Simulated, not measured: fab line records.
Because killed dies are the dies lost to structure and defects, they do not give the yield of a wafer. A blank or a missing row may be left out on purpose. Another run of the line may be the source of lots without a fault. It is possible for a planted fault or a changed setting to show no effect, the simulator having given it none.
fab line records -- flow gf180mcu
record: lots: 14, wafers: 42, last_day: 34
route steps=602 shown V1@358 M2@373 V2@383
lots untouched by any fault: they come from a run of this same line in which no faults occurred
start_h: hours from the record's opening day to when the first of the lot's shown wafers began -- wait_h: hours from the lot's prior step to this one -- " identical to the entry in the row above -- L1.1+2: a single row standing in for several wafers -- - no value, or no start was given -- * or withheld: withheld -- < > ~ a bound
route shown NAME@n: a module of which the file shows steps, and the number in the route of the first -- usual: mean and standard deviation over wafers with no fault -- same: alike in all rows -- chamber/n: place in a boat -- sites: per-site readings -- _std_site: the standard deviation of these -- _edge_site: the outer-site mean with the inner-site mean subtracted -- radius_mm: how far each site lies from the wafer's centre -- mask NAME#n: copy n -- behind: the tool/chamber that last shaped the wafer -- hold: the reason the lot was held/the length of the hold in hours/how it ended -- device: transistor that didn't switch, given as n, p or np -- end of line: the same wafers' tests at the end of the route -- a step without rows: its recipe alone -- killed: count of dies lost to structure and defects at first sort (not the wafer's yield) -- map: per-die view of a wafer (x killed, . not killed, _ where there is no die)
set.NAME: the setting that was run; set.NAME@STEP: the one run at that earlier step -- model.NAME: the simulator's own value behind a step, which no gauge read
one table for each step of the route and one row for each wafer, over a sample of lots
services: a tool's chamber out of use, with start hour (start_h, from the record's first day; less than 0 if before it), hours out, and reason
== steps ==
step: GF_V1_CVD_23
recipe: material: W, target_thk_nm: 350, time_s: 105.05, temp_c: 400, pressure_torr: 40
usual: heater_power_w: 828/79, susceptor_temp_C: 399.98/0.23
lot.wafer,tool,chamber,start_h,wait_h,heater_power_w,since_wet_clean_h,susceptor_temp_C
L556.2,cvd_w-01,0,406.64,0.0,704,3,400.14
L556.5,cvd_w-01,0,406.64,0.0,704,-,399.82
L556.6,cvd_w-01,1,406.64,0.0,825,-,399.96
L557.3,cvd_w-02,0,417.76,0.1,855,-,400.21
L557.4,cvd_w-02,1,417.76,0.1,929,-,399.67
L557.5,cvd_w-02,0,417.76,0.1,878,-,400.03
L558.1,cvd_w-02,0,430.59,0.0,867,527,400.49
L558.3,cvd_w-02,0,430.59,0.0,861,-,400.42
L558.6,cvd_w-02,0,430.59,0.0,875,-,400.03
L559.1,cvd_w-01,1,433.57,0.0,814,30,400.09
L559.5,cvd_w-01,1,433.57,0.0,817,-,400.20
L559.6,cvd_w-01,0,433.57,0.0,702,-,400.03
L560.1,cvd_w-01,1,447.61,0.0,833,44,400.16
L560.3,cvd_w-01,0,447.61,0.0,694,-,400.10
L560.4,cvd_w-01,1,447.61,0.0,813,-,400.17
L563.3,cvd_w-01,1,475.37,0.1,839,-,400.07
L563.4,cvd_w-01,0,475.37,0.1,709,-,399.82
L563.5,cvd_w-01,0,475.37,0.1,675,-,399.98
L564.1,cvd_w-01,0,486.62,0.0,717,83,399.78
L564.3,cvd_w-01,0,486.62,0.0,681,-,400.39
L564.4,cvd_w-01,1,486.62,0.0,842,-,400.04
L565.1,cvd_w-02,1,496.76,0.0,909,593,399.64
L565.4,cvd_w-02,1,496.76,0.0,905,-,399.73
L565.6,cvd_w-02,1,496.76,0.0,910,-,400.19
L568.1,cvd_w-01,0,518.33,0.0,677,114,399.92
L568.4,cvd_w-01,1,518.33,0.0,827,-,399.76
L568.5,cvd_w-01,1,518.33,0.0,821,-,399.81
L569.1,cvd_w-01,1,536.01,0.0,845,132,400.44
L569.2,cvd_w-01,0,536.01,0.0,703,132,399.78
L569.6,cvd_w-01,0,536.01,0.0,717,-,399.94
L573.4,cvd_w-02,1,564.90,0.1,922,-,399.95
L573.5,cvd_w-02,1,564.90,0.1,895,-,399.77
L573.6,cvd_w-02,0,564.90,0.1,864,-,400.09
L575.2,cvd_w-01,0,586.95,0.0,702,183,399.58
L575.5,cvd_w-01,0,586.95,0.0,706,-,399.19
L575.6,cvd_w-01,1,586.95,0.0,838,-,399.91
L578.1,cvd_w-02,0,594.79,0.0,892,691,399.87
L578.3,cvd_w-02,1,594.79,0.0,877,-,400.31
L578.6,cvd_w-02,1,594.79,0.0,910,-,400.17
L579.2,cvd_w-02,1,608.21,0.0,904,704,399.96
L579.3,cvd_w-02,1,608.21,0.0,915,-,400.06
L579.6,cvd_w-02,0,608.21,0.0,878,-,400.03
step: GF_M2_EXPOSE_11
recipe: mask_id: Metal2, target_cd_nm: 280, na: 0.68, source_shape: conventional, sigma_outer: 0.6, dose_mj: 28
usual: exposure_dose_mJ_cm2: 28.05/0.082
same: na: 0.68
lot.wafer,tool,chamber,start_h,wait_h,mask,exposure_dose_mJ_cm2
L556.2,krf_scanner-01,0,419.66,-,Metal2#0,27.97
L556.5,krf_scanner-01,0,419.66,-,Metal2#0,27.99
L556.6,krf_scanner-01,0,419.66,-,Metal2#0,27.98
L557.3,krf_scanner-01,0,430.32,-,Metal2#0,27.94
L557.4,krf_scanner-01,0,430.32,-,Metal2#0,27.94
L557.5,krf_scanner-01,0,430.32,-,Metal2#0,27.93
L558.1,krf_scanner-01,0,443.76,-,Metal2#0,27.98
L558.3,krf_scanner-01,0,443.76,-,Metal2#0,27.97
L558.6,krf_scanner-01,0,443.76,-,Metal2#0,27.98
L559.1,krf_scanner-02,0,446.90,-,Metal2#0,28.20
L559.5,krf_scanner-02,0,446.90,-,Metal2#0,28.13
L559.6,krf_scanner-02,0,446.90,-,Metal2#0,28.12
L560.1,krf_scanner-02,0,461.02,-,Metal2#0,28.13
L560.3,krf_scanner-02,0,461.02,-,Metal2#0,28.12
L560.4,krf_scanner-02,0,461.02,-,Metal2#0,28.11
L563.3,krf_scanner-02,0,487.96,-,Metal2#0,28.14
L563.4,krf_scanner-02,0,487.96,-,Metal2#0,28.16
L563.5,krf_scanner-02,0,487.96,-,Metal2#0,28.19
L564.1,krf_scanner-02,0,499.11,-,Metal2#0,28.13
L564.3,krf_scanner-02,0,499.11,-,Metal2#0,28.15
L564.4,krf_scanner-02,0,499.11,-,Metal2#0,28.14
L565.1,krf_scanner-01,0,509.89,-,Metal2#0,27.99
L565.4,krf_scanner-01,0,509.89,-,Metal2#0,27.96
L565.6,krf_scanner-01,0,509.89,-,Metal2#0,27.99
L568.1,krf_scanner-01,0,530.27,-,Metal2#0,27.94
L568.4,krf_scanner-01,0,530.27,-,Metal2#0,27.99
L568.5,krf_scanner-01,0,530.27,-,Metal2#0,28.03
L569.1,krf_scanner-02,0,548.44,-,Metal2#0,28.14
L569.2,krf_scanner-02,0,548.44,-,Metal2#0,28.15
L569.6,krf_scanner-02,0,548.44,-,Metal2#0,28.14
L573.4,krf_scanner-01,0,576.60,-,Metal2#0,20.57
L573.5,krf_scanner-01,0,576.60,-,Metal2#0,20.53
L573.6,krf_scanner-01,0,576.60,-,Metal2#0,20.54
L575.2,krf_scanner-01,0,598.01,-,Metal2#0,22.00
L575.5,krf_scanner-01,0,598.01,-,Metal2#0,22.00
L575.6,krf_scanner-01,0,598.01,-,Metal2#0,22.06
L578.1,krf_scanner-02,0,606.73,-,Metal2#0,28.09
L578.3,krf_scanner-02,0,606.73,-,Metal2#0,28.15
L578.6,krf_scanner-02,0,606.73,-,Metal2#0,28.18
L579.2,krf_scanner-02,0,618.90,-,Metal2#0,28.14
L579.3,krf_scanner-02,0,618.90,-,Metal2#0,28.15
L579.6,krf_scanner-02,0,618.90,-,Metal2#0,28.11
step: GF_M2_CD_MEAS_14
recipe: target_cd_nm: 280
usual: cd_nm: 280.1/1.3
lot.wafer,tool,chamber,start_h,wait_h,cd_nm
L556.2,cd_sem-01,-,431.55,0.1,280.4
L556.5,cd_sem-01,-,431.55,0.1,277.7
L556.6,cd_sem-01,-,431.55,0.1,278.8
L557.3,cd_sem-01,-,442.61,0.1,281.5
L557.4,cd_sem-01,-,442.61,0.1,282.4
L557.5,cd_sem-01,-,442.61,0.1,282.3
L558.1,cd_sem-01,-,455.67,0.1,281.5
L558.3,cd_sem-01,-,455.67,0.1,282.0
L558.6,cd_sem-01,-,455.67,0.1,282.3
L559.1,cd_sem-01,-,459.52,0.1,281.1
L559.5,cd_sem-01,-,459.52,0.1,281.1
L559.6,cd_sem-01,-,459.52,0.1,279.9
L560.1,cd_sem-01,-,472.62,0.1,278.4
L560.3,cd_sem-01,-,472.62,0.1,277.9
L560.4,cd_sem-01,-,472.62,0.1,278.3
L563.3,cd_sem-01,-,499.55,0.2,280.0
L563.4,cd_sem-01,-,499.55,0.2,280.1
L563.5,cd_sem-01,-,499.55,0.2,280.9
L564.1,cd_sem-02,-,510.83,0.1,280.3
L564.3,cd_sem-02,-,510.83,0.1,280.3
L564.4,cd_sem-02,-,510.83,0.1,280.9
L565.1,cd_sem-01,-,520.96,0.1,280.2
L565.4,cd_sem-01,-,520.96,0.1,280.9
L565.6,cd_sem-01,-,520.96,0.1,280.7
L568.1,cd_sem-01,-,541.43,0.1,280.3
L568.4,cd_sem-01,-,541.43,0.1,280.7
L568.5,cd_sem-01,-,541.43,0.1,279.8
L569.1,cd_sem-02,-,559.28,0.1,279.2
L569.2,cd_sem-02,-,559.28,0.1,279.8
L569.6,cd_sem-02,-,559.28,0.1,279.4
L573.4,cd_sem-01,-,587.03,0.1,326.6
L573.5,cd_sem-01,-,587.03,0.1,325.8
L573.6,cd_sem-01,-,587.03,0.1,326.4
L575.2,cd_sem-02,-,608.60,0.1,316.5
L575.5,cd_sem-02,-,608.60,0.1,315.3
L575.6,cd_sem-02,-,608.60,0.1,317.1
L578.1,cd_sem-01,-,616.51,0.1,281.9
L578.3,cd_sem-01,-,616.51,0.1,282.6
L578.6,cd_sem-01,-,616.51,0.1,282.1
L579.2,cd_sem-02,-,629.23,0.1,281.6
L579.3,cd_sem-02,-,629.23,0.1,281.1
L579.6,cd_sem-02,-,629.23,0.1,281.5
step: GF_M2_OVL_MEAS_15
usual: M2_OVL: -1/5.7
lot.wafer,tool,chamber,start_h,wait_h,M2_OVL[nm]
L556.2,overlay-02,-,431.65,0.1,2
L556.5,overlay-02,-,431.65,0.1,0
L556.6,overlay-02,-,431.65,0.1,-5
L557.3,overlay-01,-,442.70,0.1,-12
L557.4,overlay-01,-,442.70,0.1,5
L557.5,overlay-01,-,442.70,0.1,-7
L558.1,overlay-02,-,455.79,0.1,-4
L558.3,overlay-02,-,455.79,0.1,-3
L558.6,overlay-02,-,455.79,0.1,8
L559.1,overlay-02,-,459.64,0.1,3
L559.5,overlay-02,-,459.64,0.1,-4
L559.6,overlay-02,-,459.64,0.1,0
L560.1,overlay-01,-,472.74,0.1,4
L560.3,overlay-01,-,472.74,0.1,10
L560.4,overlay-01,-,472.74,0.1,2
L563.3,overlay-01,-,499.64,0.1,-6
L563.4,overlay-01,-,499.64,0.1,-11
L563.5,overlay-01,-,499.64,0.1,1
L564.1,overlay-02,-,510.95,0.1,4
L564.3,overlay-02,-,510.95,0.1,5
L564.4,overlay-02,-,510.95,0.1,2
L565.1,overlay-01,-,521.08,0.1,3
L565.4,overlay-01,-,521.08,0.1,-3
L565.6,overlay-01,-,521.08,0.1,3
L568.1,overlay-02,-,541.55,0.1,11
L568.4,overlay-02,-,541.55,0.1,5
L568.5,overlay-02,-,541.55,0.1,7
L569.1,overlay-02,-,559.40,0.1,-1
L569.2,overlay-02,-,559.40,0.1,-4
L569.6,overlay-02,-,559.40,0.1,10
L573.4,overlay-01,-,587.10,0.1,10
L573.5,overlay-01,-,587.10,0.1,0
L573.6,overlay-01,-,587.10,0.1,9
L575.2,overlay-02,-,608.70,0.1,-4
L575.5,overlay-02,-,608.70,0.1,0
L575.6,overlay-02,-,608.70,0.1,3
L578.1,overlay-01,-,616.63,0.1,-5
L578.3,overlay-01,-,616.63,0.1,-5
L578.6,overlay-01,-,616.63,0.1,-7
L579.2,overlay-01,-,629.34,0.1,5
L579.3,overlay-01,-,629.34,0.1,-2
L579.6,overlay-01,-,629.34,0.1,-5
step: GF_V2_THK_MEAS_01
recipe: reads: SiO2_of_V2_CVD_00
usual: V2_CVD_00_THK: 598/5.4
lot.wafer,tool,chamber,start_h,wait_h,V2_CVD_00_THK[nm]
L556.2,film_metro-02,-,432.43,0.0,595
L556.5,film_metro-02,-,432.43,0.0,591
L556.6,film_metro-02,-,432.43,0.0,594
L557.3,film_metro-04,-,443.48,0.1,602
L557.4,film_metro-04,-,443.48,0.1,596
L557.5,film_metro-04,-,443.48,0.1,608
L558.1,film_metro-02,-,456.59,0.1,592
L558.3,film_metro-02,-,456.59,0.1,590
L558.6,film_metro-02,-,456.59,0.1,596
L559.1,film_metro-04,-,460.41,0.0,599
L559.5,film_metro-04,-,460.41,0.0,602
L559.6,film_metro-04,-,460.41,0.0,595
L560.1,film_metro-04,-,473.55,0.1,591
L560.3,film_metro-04,-,473.55,0.1,589
L560.4,film_metro-04,-,473.55,0.1,592
L563.3,film_metro-04,-,500.42,0.1,608
L563.4,film_metro-04,-,500.42,0.1,598
L563.5,film_metro-04,-,500.42,0.1,599
L564.1,film_metro-03,-,511.73,0.0,590
L564.3,film_metro-03,-,511.73,0.0,592
L564.4,film_metro-03,-,511.73,0.0,590
L565.1,film_metro-03,-,521.99,0.0,601
L565.4,film_metro-03,-,521.99,0.0,600
L565.6,film_metro-03,-,521.99,0.0,594
L568.1,film_metro-03,-,542.32,0.0,600
L568.4,film_metro-03,-,542.32,0.0,595
L568.5,film_metro-03,-,542.32,0.0,594
L569.1,film_metro-04,-,560.22,0.0,586
L569.2,film_metro-04,-,560.22,0.0,604
L569.6,film_metro-04,-,560.22,0.0,595
L573.4,film_metro-03,-,587.89,0.0,600
L573.5,film_metro-03,-,587.89,0.0,594
L573.6,film_metro-03,-,587.89,0.0,605
L575.2,film_metro-03,-,609.52,0.0,602
L575.5,film_metro-03,-,609.52,0.0,607
L575.6,film_metro-03,-,609.52,0.0,597
L578.1,film_metro-03,-,617.46,0.0,597
L578.3,film_metro-03,-,617.46,0.0,602
L578.6,film_metro-03,-,617.46,0.0,599
L579.2,film_metro-03,-,630.25,0.0,591
L579.3,film_metro-03,-,630.25,0.0,592
L579.6,film_metro-03,-,630.25,0.0,594
== services ==
tool,chamber,start_h,hours,kind
cvd_w-02,-,387.33,2.8,pm
cvd_w-01,-,390.00,14.0,pm
cvd_w-01,0,390.00,14.0,vent_cycle
cvd_w-01,1,390.00,14.0,vent_cycle
cvd_w-01,-,391.99,0.6,repair
krf_scanner-01,-,396.19,1.3,pm
krf_scanner-02,-,403.42,3.6,pm
cvd_w-01,0,404.00,-,clean
cvd_w-01,1,404.00,-,clean
krf_scanner-01,0,417.60,-,calibration
cvd_w-01,1,420.58,2.6,repair
krf_scanner-01,-,447.03,0.8,pm
krf_scanner-02,-,453.31,4.4,pm
krf_scanner-02,-,468.33,1.0,pm
krf_scanner-01,-,488.16,4.0,pm
krf_scanner-02,0,488.87,-,calibration
cvd_w-02,0,492.50,4.9,repair
krf_scanner-02,-,493.36,0.8,pm
krf_scanner-02,-,503.89,1.3,pm
krf_scanner-01,-,546.26,1.0,pm
krf_scanner-02,-,566.90,2.2,repair
krf_scanner-01,-,572.09,1.3,pm
krf_scanner-01,-,583.16,0.2,repair
krf_scanner-01,-,615.93,0.8,pm
== key ==
first_sign: step: GF_M2_EXPOSE_11, reading: exposure_dose_mJ_cm2, direction: down, sigmas: 82, usual: 28.05, struck: 21.28
effect: step: GF_M2_CD_MEAS_14, reading: cd_nm, direction: up, sigmas: 32, usual: 280.1, struck: 321.3, through: control_loop
met_at GF_M2_EXPOSE_11
struck_lots L573,L575
sort_left_out L573.4,L573.5,L573.6,L575.2,L575.5,L575.6
loop_trim: step: GF_M2_EXPOSE_11, setting: dose, lots: L575
not_acting_at GF_V1_CVD_23,GF_M2_OVL_MEAS_15,GF_V2_THK_MEAS_01
onset_between 530.27 576.60
fault: kind: process_parameter_drift, tool: krf_scanner-01, chamber: -, onset_h: 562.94, steps: GF_M2_EXPOSE_11, channel: dose_mj, offset: -7.4198, shape: step, acts_in: these_recipes_only, stated: 28
sort_left_out: the simulated sort isn't trusted on such a fault, so these wafers' sort isn't shown, and their yield isn't known
loop_trim: a control loop set the setting to another value than it would have without faults
